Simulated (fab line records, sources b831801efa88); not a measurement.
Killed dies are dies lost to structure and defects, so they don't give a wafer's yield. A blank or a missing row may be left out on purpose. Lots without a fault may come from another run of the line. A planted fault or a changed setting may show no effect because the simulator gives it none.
Which tool did it? | flow sky130 | 7 lots, 21 wafers sampled, at 2 steps of a route of 708

WHAT THE GAUGES READ, wafer by wafer
SKY_CONTACT_THK_MEAS_26: measures by xrf.
lot  | measured     | on            | CONTACT_W_THK (nm)
L269 | day 31 21:06 | film_metro-02 | 342 342 339
L274 | day 34 15:41 | film_metro-01 | 336 344 341
L277 | day 34 19:56 | film_metro-01 | 330 331 336
L279 | day 35 02:40 | film_metro-02 | 341 336 334
L283 | day 36 06:08 | film_metro-03 | 349 344 346
L288 | day 37 18:31 | film_metro-03 | 344 332 344
L290 | day 38 10:35 | film_metro-01 | 334 337 338

WHICH TOOL RAN EACH LOT (tool, then ch and the chambers of the sampled wafers, then the start)
lot  | SKY_LI_CONTACT_CMP_24
L269 | cmp-01 ch 0,1,2, day 29 10:11
L274 | cmp-01 ch 1,2,3, day 32 07:32
L277 | cmp-01 ch 0,1,2, day 32 12:22
L279 | cmp-02 ch 2,3, day 32 18:59
L283 | cmp-02 ch 1,2,3, day 33 22:49
L288 | cmp-02 ch 1,2,3, day 35 12:01
L290 | cmp-01 ch 0,1,2, day 36 04:20
- SKY_LI_CONTACT_CMP_24: polishes, stops on PSG, t overpolish 20 s, target thk 0 nm.

THE ANSWER, worked out from the rows above alone
Rule: what is usual is taken from the lots themselves. Put in order of their means at a reading, lots are off if they are a third of the lots or fewer, leave a main group of 4 or more, and stand apart from it by a gap of 3 or more times the standard deviation of the main group's means; of several such gaps the widest counts. A main group whose means are all the same, to the digits that the tables above print for the reading, isn't used. A lot without any number at a reading at which 4 lots or more have one is off too. The other lots that the step has rows for count as sound.
No lot is off at any reading shown: from this, nothing can be told.

WHAT THE SIMULATOR HAD PUT IN
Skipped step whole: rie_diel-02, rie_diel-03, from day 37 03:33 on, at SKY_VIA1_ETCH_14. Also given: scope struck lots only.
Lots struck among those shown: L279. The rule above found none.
